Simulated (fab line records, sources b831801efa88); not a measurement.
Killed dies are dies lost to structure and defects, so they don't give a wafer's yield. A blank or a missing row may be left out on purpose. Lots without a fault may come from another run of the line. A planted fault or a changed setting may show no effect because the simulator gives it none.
fab line records | flow sky130
record lots=11 wafers=33 last_day=50
route steps=708 shown SONOS_ONO@182 POLY_GATE@218 LDD_N@246 LDD_P@262 PAD_OPEN@708
lots that met no fault: from a run of the same line without faults
start_h: hours from the record's first day to the start of the lot's first wafer shown | wait_h: hours since the lot's step before | " the same as in the row above | L1.1+2: a row that stands for several wafers | - no value, or no start given | * or withheld: withheld | < > ~ a bound
route shown NAME@n: a module of which the file shows steps, and the number in the route of the first | usual: mean/standard deviation of fault-free wafers | same: alike in all rows | chamber/n: place in a boat | sites: the reading at each site | _std_site: their standard deviation | _edge_site: outer sites' mean less inner sites' | radius_mm: how far each site lies from the wafer's centre | mask NAME#n: copy n | behind: the tool/chamber that last shaped the wafer | hold: why the lot was held/for how many hours/how that ended | device: the transistor (n, p or np) that didn't switch | end of line: the same wafers' tests at the end of the route | a step without rows: its recipe alone | killed: dies lost to structure and defects at the first sort, not the wafer's yield | map: a wafer's dies, x killed, . not, _ none there
set.NAME: the setting as run; set.NAME@STEP: as run at that earlier step | model.NAME: the simulator's own value behind a step, which no gauge read
steps of the route over a sample of lots; a table a step, a row a wafer
services: from which hour (start_h, from the record's first day; less than 0 if before it) a tool's chamber was out of use, for how many hours, and why
## steps
# step SKY_SONOS_ONO_OVL_MEAS_14
# usual SONOS_ONO_OVL=0.3/1.3
# columns lot.wafer tool chamber start_h wait_h SONOS_ONO_OVL[nm]
L204.1 overlay-02 - 286.27 0.1 -2.3
L204.2 " - " " -3.9
L204.5 " - " " 1.4
L205.2 overlay-01 - 292.41 0.1 0.6
L205.3 " - " " 0.2
L205.4 " - " " 1.2
L207.4 overlay-02 - 317.47 0.1 2.2
L207.5 " - " " 0.1
L207.6 " - " " -1.5
L209.3 overlay-02 - 328.86 0.1 0.7
L209.4 " - " " 0.0
L209.5 " - " " 2.4
L212.3 overlay-01 - 350.36 0.1 1.9
L212.5 " - " " -0.6
L212.6 " - " " -0.3
L215.3 overlay-02 - 370.66 0.1 0.4
L215.4 " - " " 1.3
L215.5 " - " " 1.3
L219.1 overlay-02 - 413.02 0.1 -0.4
L219.3 " - " " 1.1
L219.6 " - " " 1.9
L222.2 overlay-02 - 433.98 0.1 2.2
L222.4 " - " " 2.5
L222.5 " - " " 1.0
L223.4 overlay-02 - 442.43 0.1 -0.3
L223.5 " - " " 0.7
L223.6 " - " " -0.4
L224.1 overlay-02 - 450.22 0.1 -0.9
L224.5 " - " " -0.8
L224.6 " - " " 1.7
L225.1 overlay-02 - 459.27 0.1 -0.3
L225.2 " - " " -1.2
L225.4 " - " " 0.5
# step SKY_POLY_GATE_THK_MEAS_04
# recipe reads=Si3N4_of_POLY_GATE_CVD_03
# usual POLY_GATE_CVD_03_THK=75.2/0.73
# columns lot.wafer tool chamber start_h wait_h POLY_GATE_CVD_03_THK[nm]
L204.1 film_metro-02 - 353.71 0.0 74.5
L204.2 " - " " 74.5
L204.5 " - " " 74.1
L205.2 film_metro-03 - 353.73 0.0 74.3
L205.3 " - " " 74.2
L205.4 " - " " 74.4
L207.4 film_metro-02 - 381.29 0.0 75.0
L207.5 " - " " 75.7
L207.6 " - " " 75.5
L209.3 film_metro-02 - 396.88 0.0 74.6
L209.4 " - " " 75.2
L209.5 " - " " 74.6
L212.3 film_metro-01 - 417.73 0.0 74.9
L212.5 " - " " 74.7
L212.6 " - " " 75.3
L215.3 film_metro-02 - 439.19 0.0 73.9
L215.4 " - " " 73.9
L215.5 " - " " 73.8
L219.1 film_metro-03 - 482.74 0.0 75.9
L219.3 " - " " 76.5
L219.6 " - " " 75.3
L222.2 film_metro-02 - 503.49 0.0 75.6
L222.4 " - " " 75.7
L222.5 " - " " 75.4
L223.4 film_metro-03 - 511.04 0.0 74.6
L223.5 " - " " 74.6
L223.6 " - " " 74.8
L224.1 film_metro-03 - 521.91 0.0 75.3
L224.5 " - " " 75.1
L224.6 " - " " 75.2
L225.1 film_metro-01 - 532.22 0.0 74.6
L225.2 " - " " 75.3
L225.4 " - " " 75.7
# step SKY_LDD_N_IMPLANT_09
# recipe species=As energy_kev=20 dose_cm2=7.5e+13 tilt_deg=withheld rotation_deg=113
# usual dose_ions_cm2=7.499e+13/7e+10 end_station_pressure_torr=5.31e-06/2.9e-07 faraday_current_uA=422/9.1
# same implant_ion_amu=75
# columns lot.wafer tool chamber start_h wait_h dose_ions_cm2 end_station_pressure_torr faraday_current_uA
L204.1 implanter-01 0 414.39 0.1 7.502e+13 5.45e-06 423
L204.2 " 0 " " 7.49e+13 5.06e-06 428
L204.5 " 0 " " 7.506e+13 5.29e-06 417
L205.2 implanter-04 0 414.71 0.1 7.503e+13 5.65e-06 412
L205.3 " 0 " " 7.491e+13 5.24e-06 431
L205.4 " 0 " " 7.507e+13 5.02e-06 427
L207.4 implanter-03 0 444.09 0.1 7.502e+13 5.27e-06 431
L207.5 " 0 " " 7.5e+13 5.53e-06 414
L207.6 " 0 " " 7.508e+13 5.43e-06 432
L209.3 implanter-04 0 459.94 0.1 7.491e+13 5.56e-06 418
L209.4 " 0 " " 7.494e+13 5.18e-06 416
L209.5 " 0 " " 7.496e+13 5.56e-06 424
L212.3 implanter-04 0 483.21 0.1 7.502e+13 5.48e-06 426
L212.5 " 0 " " 7.5e+13 5.53e-06 410
L212.6 " 0 " " 7.492e+13 5.3e-06 427
L215.3 implanter-04 0 503.09 0.1 7.494e+13 5.03e-06 422
L215.4 " 0 " " 7.492e+13 5.72e-06 446
L215.5 " 0 " " 7.501e+13 5.01e-06 437
L219.1 implanter-04 0 546.78 0.1 7.485e+13 5.09e-06 429
L219.3 " 0 " " 7.491e+13 5.77e-06 416
L219.6 " 0 " " 7.487e+13 5.28e-06 408
L222.2 implanter-04 0 566.31 0.1 7.47e+12 4.88e-06 42
L222.4 " 0 " " 7.5e+12 5.02e-06 42
L222.5 " 0 " " 7.46e+12 4.68e-06 43
L223.4 implanter-04 0 572.96 0.1 7.46e+12 4.83e-06 44
L223.5 " 0 " " 7.43e+12 4.81e-06 41
L223.6 " 0 " " 7.44e+12 4.78e-06 41
L224.1 implanter-03 0 583.21 0.1 7.501e+13 5.74e-06 421
L224.5 " 0 " " 7.503e+13 5.61e-06 419
L224.6 " 0 " " 7.503e+13 4.87e-06 404
L225.1 implanter-03 0 593.21 0.1 7.496e+13 5.11e-06 437
L225.2 " 0 " " 7.502e+13 5.75e-06 418
L225.4 " 0 " " 7.514e+13 4.83e-06 435
# step SKY_LDD_N_STRIP_16
# recipe chemistry=O2/N2 power_w=1400 pressure_mtorr=1500 platen_temp_c=withheld o2_flow_sccm=3000 n2_flow_sccm=300 overash_fraction=0.5
# usual drypump_motor_current_A=5.8/0.44 o2_flow_sccm=2999/8.5 oes_product_au=0.406/0.0051 strip_time_to_endpoint_s=4.315/0.013
# columns lot.wafer tool chamber start_h wait_h drypump_motor_current_A o2_flow_sccm oes_product_au rf_hours_counter_h strip_time_to_endpoint_s
L204.1 plasma_asher-01 1 415.44 0.1 6.1 3005 0.413 73 4.291
L204.2 " 0 " " 5.2 3004 0.408 73 4.305
L204.5 " 0 " " 5.1 3009 0.411 - 4.287
L205.2 plasma_asher-01 1 415.74 0.1 6.0 3000 0.403 73 4.314
L205.3 " 1 " " 6.1 2998 0.400 - 4.339
L205.4 " 0 " " 5.1 3010 0.400 - 4.315
L207.4 plasma_asher-02 0 445.10 0.1 6.0 3002 0.418 - 4.294
L207.5 " 0 " " 6.0 2990 0.408 - 4.311
L207.6 " 1 " " 6.1 2986 0.407 - 4.327
L209.3 plasma_asher-04 0 460.97 0.1 5.9 2989 0.410 - 4.318
L209.4 " 1 " " 6.3 3013 0.415 - 4.328
L209.5 " 0 " " 5.9 2992 0.403 - 4.297
L212.3 plasma_asher-01 0 484.25 0.1 5.1 2993 0.406 - 4.304
L212.5 " 0 " " 5.1 3007 0.408 - 4.299
L212.6 " 1 " " 6.1 2995 0.409 - 4.316
L215.3 plasma_asher-04 0 504.12 0.1 5.9 2996 0.407 - 4.317
L215.4 " 1 " " 6.3 3005 0.413 - 4.325
L215.5 " 0 " " 5.9 3004 0.411 - 4.331
L219.1 plasma_asher-04 1 547.83 0.1 6.3 2985 0.405 11 4.330
L219.3 " 1 " " 6.3 3004 0.405 - 4.314
L219.6 " 1 " " 6.3 2992 0.406 - 4.319
L222.2 plasma_asher-01 0 567.33 0.1 5.1 2981 0.408 88 4.158
L222.4 " 1 " " 6.0 2994 0.409 - 4.153
L222.5 " 0 " " 5.1 2986 0.388 - 4.148
L223.4 plasma_asher-01 0 573.96 0.1 5.1 3005 0.409 - 4.172
L223.5 " 0 " " 5.1 3006 0.405 - 4.170
L223.6 " 1 " " 6.0 3009 0.407 - 4.138
L224.1 plasma_asher-01 1 584.26 0.1 6.0 2990 0.399 90 4.332
L224.5 " 1 " " 6.0 3009 0.401 - 4.326
L224.6 " 0 " " 5.1 3001 0.408 - 4.320
L225.1 plasma_asher-01 0 594.26 0.1 5.1 2991 0.402 91 4.321
L225.2 " 1 " " 6.1 3003 0.395 91 4.318
L225.4 " 1 " " 6.1 2999 0.409 - 4.322
# step SKY_LDD_N_TW_MEAS_17
# usual LDD_N_TW=2582/22
# columns lot.wafer tool chamber start_h wait_h LDD_N_TW
L204.1 film_metro-01 - 415.54 0.1 2553
L204.2 " - " " 2546
L204.5 " - " " 2556
L205.2 film_metro-01 - 415.85 0.1 2557
L205.3 " - " " 2550
L205.4 " - " " 2564
L207.4 film_metro-01 - 445.19 0.1 2555
L207.5 " - " " 2558
L207.6 " - " " 2557
L209.3 film_metro-01 - 461.06 0.1 2551
L209.4 " - " " 2570
L209.5 " - " " 2565
L212.3 film_metro-01 - 484.33 0.1 2543
L212.5 " - " " 2552
L212.6 " - " " 2561
L215.3 film_metro-04 - 504.21 0.1 2613
L215.4 " - " " 2608
L215.5 " - " " 2598
L219.1 film_metro-03 - 547.93 0.1 2586
L219.3 " - " " 2600
L219.6 " - " " 2600
L222.2 film_metro-03 - 567.44 0.1 2456
L222.4 " - " " 2448
L222.5 " - " " 2464
L223.4 film_metro-03 - 574.06 0.1 2468
L223.5 " - " " 2457
L223.6 " - " " 2471
L224.1 film_metro-04 - 584.36 0.1 2595
L224.5 " - " " 2607
L224.6 " - " " 2606
L225.1 film_metro-04 - 594.36 0.1 2612
L225.2 " - " " 2622
L225.4 " - " " 2604
# step SKY_LDD_P_CD_MEAS_07
# recipe target_cd_nm=380
# usual cd_nm=380.2/2.8
# columns lot.wafer tool chamber start_h wait_h cd_nm
L204.1 cd_sem-01 - 445.22 0.1 382.3
L204.2 " - " " 382.6
L204.5 " - " " 380.5
L205.2 cd_sem-02 - 445.54 0.1 376.5
L205.3 " - " " 376.4
L205.4 " - " " 376.2
L207.4 cd_sem-01 - 474.86 0.1 379.7
L207.5 " - " " 381.2
L207.6 " - " " 382.3
L209.3 cd_sem-02 - 491.51 0.1 380.0
L209.4 " - " " 378.2
L209.5 " - " " 378.0
L212.3 cd_sem-02 - 515.42 0.1 377.1
L212.5 " - " " 375.5
L212.6 " - " " 374.2
L215.3 cd_sem-02 - 534.97 0.1 378.0
L215.4 " - " " 380.4
L215.5 " - " " 377.3
L219.1 cd_sem-02 - 577.05 0.1 384.5
L219.3 " - " " 383.7
L219.6 " - " " 385.3
L222.2 cd_sem-01 - 596.67 0.1 381.1
L222.4 " - " " 380.7
L222.5 " - " " 380.9
L223.4 cd_sem-01 - 603.54 0.1 377.1
L223.5 " - " " 379.4
L223.6 " - " " 375.5
L224.1 cd_sem-02 - 613.97 0.1 382.7
L224.5 " - " " 379.3
L224.6 " - " " 378.3
L225.1 cd_sem-01 - 622.45 0.1 380.4
L225.2 " - " " 378.1
L225.4 " - " " 380.3
# step SKY_PAD_OPEN_PROBE_99
# usual killed_at_M0_to_M3=45/7 killed_at_M4_up=3.4/1.8 killed_at_contacts=24/5.4 killed_at_front_end=16/4.8 killed_at_other=0.4/0.62 killed_dies=89/10 killed_open=48/7.2 killed_short=40/6.3
# same gross_dies=492 killed_at_back_side=0
# columns lot.wafer tool chamber start_h wait_h killed_at_M0_to_M3 killed_at_M4_up killed_at_contacts killed_at_front_end killed_at_other killed_dies killed_open killed_short
L225.1 prober-02 - 1193.86 0.1 32 4 12 19 0 67 36 31
L225.2 prober-02 - 1193.91 0.1 35 4 31 11 2 83 40 41
L225.4 prober-02 - 1194.01 0.2 40 6 20 15 2 83 45 37
# killed by level:class
L225.1 VIA1:geometric_particle:open=9 VIA1:geometric_particle:short=5 FIELD_ISO:geometric_particle:open=4 POLY_GATE:geometric_particle:open=4 LOCAL_INTERCONNECT:geometric_particle:short=4 CONTACT:geometric_particle:open=4 METAL1:geometric_particle:open=4 METAL2:geometric_particle:short=4
L225.2 CONTACT:geometric_particle:open=8 LI_CONTACT:geometric_particle:open=7 VIA3:geometric_particle:open=7 LOCAL_INTERCONNECT:geometric_particle:short=6 CONTACT:geometric_particle:short=6 METAL2:geometric_particle:short=5 VIA2:geometric_particle:open=5 POLY_GATE:geometric_particle:open=4
L225.4 VIA3:geometric_particle:open=12 CONTACT:geometric_particle:open=8 VIA1:geometric_particle:open=7 POLY_GATE:geometric_particle:open=5 LI_CONTACT:geometric_particle:open=5 CONTACT:geometric_particle:short=4 METAL1:geometric_particle:short=4 VIA3:geometric_particle:short=4
## services
# columns tool chamber start_h hours kind
implanter-01 - 395.60 1.3 repair
plasma_asher-04 - 402.15 2.4 repair
implanter-03 - 414.47 1.8 repair
plasma_asher-04 - 421.25 9.0 pm
plasma_asher-04 0 421.25 9.0 vent_cycle
plasma_asher-04 1 421.25 9.0 vent_cycle
plasma_asher-02 - 425.61 2.9 repair
plasma_asher-04 0 430.25 - clean
plasma_asher-04 1 430.25 - clean
plasma_asher-04 - 441.50 1.0 repair
implanter-03 - 446.07 0.7 repair
plasma_asher-01 - 446.61 1.3 repair
plasma_asher-04 - 477.43 4.0 pm
plasma_asher-01 - 502.01 3.6 repair
plasma_asher-01 - 516.94 0.4 repair
implanter-04 - 536.26 2.1 repair
implanter-03 - 543.68 2.2 repair
## key
first_sign step=SKY_LDD_N_IMPLANT_09 reading=dose_ions_cm2 direction=down sigmas=99+ usual=* struck=*
effect step=SKY_LDD_N_IMPLANT_09 reading=faraday_current_uA direction=down sigmas=42 usual=422 struck=42
effect step=SKY_LDD_N_STRIP_16 reading=strip_time_to_endpoint_s direction=down sigmas=12 usual=* struck=*
effect step=SKY_LDD_N_TW_MEAS_17 reading=LDD_N_TW direction=down sigmas=5.6 usual=2582 struck=2461
met_at SKY_LDD_N_IMPLANT_09
struck_lots L222,L223
tester_left_out L222,L223
not_acting_at SKY_SONOS_ONO_OVL_MEAS_14,SKY_POLY_GATE_THK_MEAS_04,SKY_LDD_P_CD_MEAS_07
onset_between 546.78 566.31
fault kind=process_parameter_drift tool=implanter-04 chamber=- onset_h=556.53 steps=SKY_LDD_N_IMPLANT_09 channel=dose_cm2 offset=* shape=step end_h=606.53 acts_in=* stated=*
# tester_left_out: of these lots the tester's yield and bins aren't shown, on N5 and GAA mostly nor the transistor test; their killed dies are dies lost to structure and defects alone, not to doping, threshold or leakage, so they don't give the yield
